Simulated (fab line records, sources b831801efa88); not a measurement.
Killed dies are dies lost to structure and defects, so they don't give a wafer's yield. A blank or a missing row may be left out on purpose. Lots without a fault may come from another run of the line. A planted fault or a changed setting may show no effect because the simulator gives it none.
fab line records | flow sky130
record lots=6 wafers=18 last_day=51
route steps=708 shown METAL4@623
lots that met no fault: from a run of the same line without faults
start_h: hours from the record's first day to the start of the lot's first wafer shown | wait_h: hours since the lot's step before | " the same as in the row above | L1.1+2: a row that stands for several wafers | - no value, or no start given | * or withheld: withheld | < > ~ a bound
route shown NAME@n: a module of which the file shows steps, and the number in the route of the first | usual: mean/standard deviation of fault-free wafers | same: alike in all rows | chamber/n: place in a boat | sites: the reading at each site | _std_site: their standard deviation | _edge_site: outer sites' mean less inner sites' | radius_mm: how far each site lies from the wafer's centre | mask NAME#n: copy n | behind: the tool/chamber that last shaped the wafer | hold: why the lot was held/for how many hours/how that ended | device: the transistor (n, p or np) that didn't switch | end of line: the same wafers' tests at the end of the route | a step without rows: its recipe alone | killed: dies lost to structure and defects at the first sort, not the wafer's yield | map: a wafer's dies, x killed, . not, _ none there
set.NAME: the setting as run; set.NAME@STEP: as run at that earlier step | model.NAME: the simulator's own value behind a step, which no gauge read
lots at some steps of the route; a table a step, a row a wafer
services: from which hour (start_h, from the record's first day; less than 0 if before it) a tool's chamber was out of use, for how many hours, and why
## steps
# step SKY_METAL4_COAT_07
# recipe resist=BARC temp_c=withheld time_s=withheld spin_rpm=3000 resist_thk_nm=60
# step SKY_METAL4_COAT_08
# recipe resist=KrF-thick spin_rpm=3000 resist_thk_nm=1140
# step SKY_METAL4_SOFTBAKE_09
# recipe temp_c=100 time_s=90 resist=KrF-thick
# step SKY_METAL4_EXPOSE_10
# recipe mask_id=MM4 na=0.68 source_shape=annular sigma_inner=0.4 sigma_outer=0.8 target_cd_nm=300 dose_mj=28
# step SKY_METAL4_PEB_11
# recipe peb_temp_c=withheld peb_time_s=withheld resist=KrF-thick
# step SKY_METAL4_DEVELOP_12
# recipe develop_time_s=60 resist=KrF-thick dev_temp_c=21
# step SKY_METAL4_CD_MEAS_13
# recipe target_cd_nm=300
# usual cd_nm=299.8/1.2
# columns lot.wafer tool chamber start_h wait_h cd_nm
L422.2 cd_sem-01 - 1029.70 - 297.7
L422.3 " - " " 299.9
L422.6 " - " " 297.3
L426.2 cd_sem-01 - 1055.24 - 298.8
L426.4 " - " " 299.0
L426.6 " - " " 298.6
L433.1 cd_sem-02 - 1095.68 - 300.0
L433.4 " - " " 301.1
L433.6 " - " " 299.1
L434.1 cd_sem-01 - 1097.10 - 300.8
L434.3 " - " " 299.0
L434.6 " - " " 300.3
L439.2 cd_sem-01 - 1135.51 - 301.9
L439.3 " - " " 300.6
L439.6 " - " " 300.3
L438.3 cd_sem-01 - 1156.48 - 299.0
L438.4 " - " " 299.6
L438.5 " - " " 298.4
# step SKY_METAL4_OVL_MEAS_14
# usual METAL4_OVL=0/4.6
# columns lot.wafer tool chamber start_h wait_h METAL4_OVL[nm]
L422.2 overlay-01 - 1029.81 0.1 -3
L422.3 " - " " 2
L422.6 " - " " -4
L426.2 overlay-02 - 1055.34 0.1 1
L426.4 " - " " 2
L426.6 " - " " 4
L433.1 overlay-01 - 1095.80 0.1 2
L433.4 " - " " 11
L433.6 " - " " 6
L434.1 overlay-02 - 1097.22 0.1 2
L434.3 " - " " 1
L434.6 " - " " 8
L439.2 overlay-01 - 1135.61 0.1 2
L439.3 " - " " -2
L439.6 " - " " 2
L438.3 overlay-01 - 1156.57 0.1 1
L438.4 " - " " -6
L438.5 " - " " 1
# step SKY_METAL4_DESCUM_15
# recipe chemistry=O2 source_power_w=150 bias_power_w=0 pressure_mtorr=10 temp_c=40 time_s=8
# usual chamber_pressure_mTorr=10.001/0.01 drypump_motor_current_A=5.9/0.31 oes_product_au=1.006/0.0083
# columns lot.wafer tool chamber start_h wait_h chamber_pressure_mTorr drypump_motor_current_A oes_product_au rf_hours_counter_h
L422.2 rie_metal-02 0 1029.84 0.0 9.998 6.3 1.009 21
L422.3 " 1 " " 9.985 5.7 1.007 -
L422.6 " 0 " " 9.990 6.3 0.996 -
L426.2 rie_metal-02 1 1055.37 0.0 10.023 5.7 1.000 17
L426.4 " 1 " " 10.001 5.7 1.013 -
L426.6 " 1 " " 10.015 5.7 1.010 -
L433.1 rie_metal-02 0 1095.84 0.0 10.019 6.3 1.008 25
L433.4 " 1 " " 9.990 5.7 1.008 -
L433.6 " 0 " " 10.012 6.3 1.014 -
L434.1 rie_metal-01 0 1097.26 0.0 10.012 6.0 0.988 3
L434.3 " 0 " " 10.003 6.0 0.993 -
L434.6 " 0 " " 10.006 6.0 1.006 -
L439.2 rie_metal-01 1 1135.64 0.0 10.003 5.5 1.016 22
L439.3 " 0 " " 9.991 6.0 1.002 -
L439.6 " 0 " " 9.998 6.0 1.007 -
L438.3 rie_metal-01 0 1156.60 0.0 10.015 5.9 0.994 -
L438.4 " 1 " " 9.987 5.5 0.992 -
L438.5 " 1 " " 10.004 5.5 1.003 -
# step SKY_METAL4_ETCH_16
# recipe chemistry=N2/H2 target=BARC ion_energy_ev=200 bias_w=100 pressure_mtorr=30 n2_flow_sccm=100 h2_flow_sccm=200 icp_w=500 stop_on=SiO2 time_s=88.2 target_depth_a=600
# usual chamber_pressure_mTorr=29.998/0.028 drypump_motor_current_A=5.9/0.31 oes_product_au=0.627/0.0049 throttle_valve_pct=13.205/0.0095
# columns lot.wafer tool chamber start_h wait_h chamber_pressure_mTorr drypump_motor_current_A oes_product_au rf_hours_counter_h throttle_valve_pct
L422.2 rie_metal-02 0 1029.87 0.0 29.959 6.3 0.630 21 13.213
L422.3 " 1 " " 29.983 5.7 0.622 - 13.208
L422.6 " 0 " " 29.968 6.3 0.620 - 13.205
L426.2 rie_metal-02 1 1055.40 0.0 30.003 5.7 0.617 17 13.201
L426.4 " 1 " " 30.017 5.7 0.623 - 13.198
L426.6 " 1 " " 30.015 5.7 0.628 - 13.203
L433.1 rie_metal-02 0 1095.87 0.0 29.983 6.3 0.618 25 13.206
L433.4 " 1 " " 29.981 5.7 0.621 - 13.203
L433.6 " 0 " " 30.007 6.3 0.625 - 13.187
L434.1 rie_metal-01 0 1097.29 0.0 30.064 6.0 0.622 3 13.199
L434.3 " 0 " " 30.002 6.0 0.618 - 13.195
L434.6 " 0 " " 30.007 6.0 0.620 - 13.192
L439.2 rie_metal-01 1 1135.68 0.0 30.013 5.5 0.625 22 13.201
L439.3 " 0 " " 30.040 6.0 0.631 - 13.221
L439.6 " 0 " " 30.001 6.0 0.624 - 13.215
L438.3 rie_metal-01 0 1156.66 0.0 29.990 6.0 0.626 - 13.208
L438.4 " 1 " " 29.984 5.5 0.628 - 13.223
L438.5 " 1 " " 30.049 5.5 0.624 - 13.211
# step SKY_METAL4_ETCH_17
# recipe target=SiO2 stop_on=TiN chemistry=C4F8/O2/Ar source_w=1500 bias_w=1200 pressure_mtorr=40 c4f8_flow_sccm=withheld O2_flow_sccm=6 Ar_flow_sccm=300 time_s=3.78 target_depth_a=150
# usual chamber_pressure_mTorr=40.00/0.038 oes_product_au=0.769/0.0072
# columns lot.wafer tool chamber start_h wait_h chamber_pressure_mTorr oes_product_au rf_hours_counter_h
L422.2 rie_diel-02 0 1029.97 0.1 40.02 0.767 16
L422.3 " 1 " " 40.00 0.757 4
L422.6 " 0 " " 39.99 0.780 -
L426.2 rie_diel-04 0 1055.50 0.1 40.07 0.753 14
L426.4 " 3 " " 40.01 0.764 6
L426.6 " 0 " " 39.99 0.769 -
L433.1 rie_diel-04 3 1095.97 0.1 39.99 0.763 8
L433.4 " 1 " " 40.02 0.772 18
L433.6 " 3 " " 39.94 0.768 -
L434.1 rie_diel-02 2 1097.39 0.1 40.00 0.774 18
L434.3 " 3 " " 40.00 0.770 11
L434.6 " 3 " " 39.95 0.780 -
L439.2 rie_diel-04 1 1135.81 0.1 40.05 0.762 20
L439.3 " 3 " " 39.97 0.772 9
L439.6 " 2 " " 40.02 0.772 -
L438.3 rie_diel-02 3 1156.72 0.0 40.02 0.768 12
L438.4 " 1 " " 40.07 0.777 9
L438.5 " 1 " " 40.04 0.773 -
# step SKY_METAL4_METAL_ETCH_18
# recipe target_depth_a=8450 stop_on=SiO2 over_etch_frac=0.3 time_s=183.1 chemistry=Cl2/BCl3 resist_sidewall_deg=88 pressure_mtorr=10 icp_w=900 bias_w=48.5 Cl2_flow_sccm=60 bcl3_flow_sccm=30
# usual chamber_pressure_mTorr=10.000/0.0086 drypump_motor_current_A=5.9/0.32 oes_product_au=0.865/0.0054 throttle_valve_pct=22.262/0.008
# columns lot.wafer tool chamber start_h wait_h chamber_pressure_mTorr drypump_motor_current_A oes_product_au rf_hours_counter_h throttle_valve_pct
L422.2 rie_metal-03 0 1029.99 0.0 10.000 6.3 0.869 11 22.264
L422.3 " 0 " " 10.005 6.3 0.873 - 22.285
L422.6 " 0 " " 10.007 6.2 0.864 - 22.270
L426.2 rie_metal-03 1 1055.52 0.0 10.003 5.9 0.869 22 22.244
L426.4 " 0 " " 10.012 6.3 0.866 - 22.268
L426.6 " 1 " " 10.011 5.9 0.877 - 22.266
L433.1 rie_metal-01 1 1095.99 0.0 9.992 5.5 0.860 19 22.267
L433.4 " 0 " " 9.997 6.0 0.864 - 22.267
L433.6 " 0 " " 9.996 6.0 0.867 - 22.266
L434.1 rie_metal-03 1 1097.41 0.0 10.002 5.9 0.860 25 22.264
L434.3 " 1 " " 9.997 6.0 0.864 - 22.261
L434.6 " 1 " " 9.995 5.9 0.860 - 22.266
L439.2 rie_metal-02 0 1135.83 0.0 10.001 6.3 0.865 28 22.260
L439.3 " 0 " " 10.000 6.3 0.854 - 22.275
L439.6 " 1 " " 10.007 5.7 0.874 - 22.261
L438.3 rie_metal-02 0 1156.80 0.1 9.990 6.3 0.864 - 22.273
L438.4 " 1 " " 9.986 5.7 0.860 - 22.254
L438.5 " 0 " " 9.993 6.3 0.864 - 22.253
# step SKY_METAL4_STRIP_19
# recipe chemistry=O2/N2 power_w=1400 pressure_mtorr=1500 platen_temp_c=withheld o2_flow_sccm=3000 n2_flow_sccm=300 overash_fraction=0.5
# usual chamber_pressure_mTorr=1499.9/1.5 drypump_motor_current_A=5.7/0.49 oes_product_au=0.500/0.0052 strip_time_to_endpoint_s=6.47/0.051
# columns lot.wafer tool chamber start_h wait_h chamber_pressure_mTorr drypump_motor_current_A oes_product_au rf_hours_counter_h strip_time_to_endpoint_s model.KrF-thick_of_METAL4_COAT_08.thk_nm
L422.2 plasma_asher-04 1 1030.17 0.1 1501.2 5.6 0.502 91 6.41 0
L422.3 " 0 " " 1498.7 5.1 0.490 - 6.46 0
L422.6 " 1 " " 1497.0 5.6 0.498 - 6.37 0
L426.2 plasma_asher-04 0 1055.70 0.1 1502.2 5.0 0.508 93 6.53 0
L426.4 " 0 " " 1500.1 5.1 0.491 - 6.42 0
L426.6 " 1 " " 1500.9 5.6 0.504 - 6.56 0
L433.1 plasma_asher-04 0 1096.17 0.1 - - - - - 514.5
L433.4 " 1 " " - - - - - 528.6
L433.6 " 0 " " - - - - - 526.3
L434.1 plasma_asher-03 1 1097.59 0.1 - - - - - 524
L434.3 " 0 " " - - - - - 518.7
L434.6 " 1 " " - - - - - 521.9
L439.2 plasma_asher-03 0 1136.01 0.1 1499.2 5.4 0.496 38 6.38 0
L439.3 " 0 " " 1500.1 5.4 0.493 - 6.44 0
L439.6 " 1 " " 1502.7 6.4 0.507 - 6.54 0
L438.3 plasma_asher-02 1 1156.95 0.1 1499.7 6.2 0.499 - 6.42 0
L438.4 " 0 " " 1501.5 6.1 0.500 - 6.41 0
L438.5 " 0 " " 1498.8 6.1 0.503 - 6.44 0
# step SKY_METAL4_STRIP_20
# recipe chemistry=post_etch_residue_remover time_s=1200 temp_c=72.5
## services
# columns tool chamber start_h hours kind
rie_metal-03 - 1013.87 2.8 pm
rie_metal-01 0 1016.72 - clean
rie_metal-01 0 1016.72 38.0 scheduled_down
rie_metal-01 0 1016.72 38.0 vent_cycle
rie_metal-03 - 1017.03 0.9 repair
rie_metal-02 - 1048.91 0.2 repair
plasma_asher-02 - 1055.31 9.0 pm
plasma_asher-02 0 1055.31 9.0 vent_cycle
plasma_asher-02 1 1055.31 9.0 vent_cycle
rie_metal-03 0 1056.01 1.1 repair
rie_diel-02 2 1064.13 11.9 repair
plasma_asher-02 0 1064.31 - clean
plasma_asher-02 1 1064.31 - clean
rie_metal-01 0 1067.85 6.4 repair
plasma_asher-02 - 1073.01 15.6 pm
rie_diel-04 0 1075.51 7.5 repair
rie_diel-02 0 1090.73 11.2 repair
rie_diel-04 3 1112.92 9.6 repair
rie_diel-02 3 1115.70 2.8 repair
rie_diel-04 3 1124.31 5.6 repair
rie_metal-03 0 1124.44 27.9 repair
## key
first_sign step=SKY_METAL4_STRIP_19 reading=tool_record direction=missing
effect none on later readings
model_effect step=SKY_METAL4_STRIP_19 value=KrF-thick_of_METAL4_COAT_08.thk_nm without=0 struck=522.3
met_at SKY_METAL4_STRIP_19
struck_wafers L433.1,L433.4,L433.6,L434.1,L434.3,L434.6
later_rows_left_out L433.1,L433.4,L433.6,L434.1,L434.3,L434.6
sort_left_out L433.1,L433.4,L433.6,L434.1,L434.3,L434.6
onset_between 1055.70 1096.17
fault kind=skipped_step_whole tool=plasma_asher-03,plasma_asher-04 chamber=- onset_h=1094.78 steps=SKY_METAL4_STRIP_19 scope=struck_lots_only
# sort_left_out: the simulated sort isn't trusted on such a fault, so these wafers' sort isn't shown, and their yield isn't known
# later_rows_left_out: the simulator's readings of these wafers behind a module that went badly wrong aren't trusted and aren't shown, but for the sort
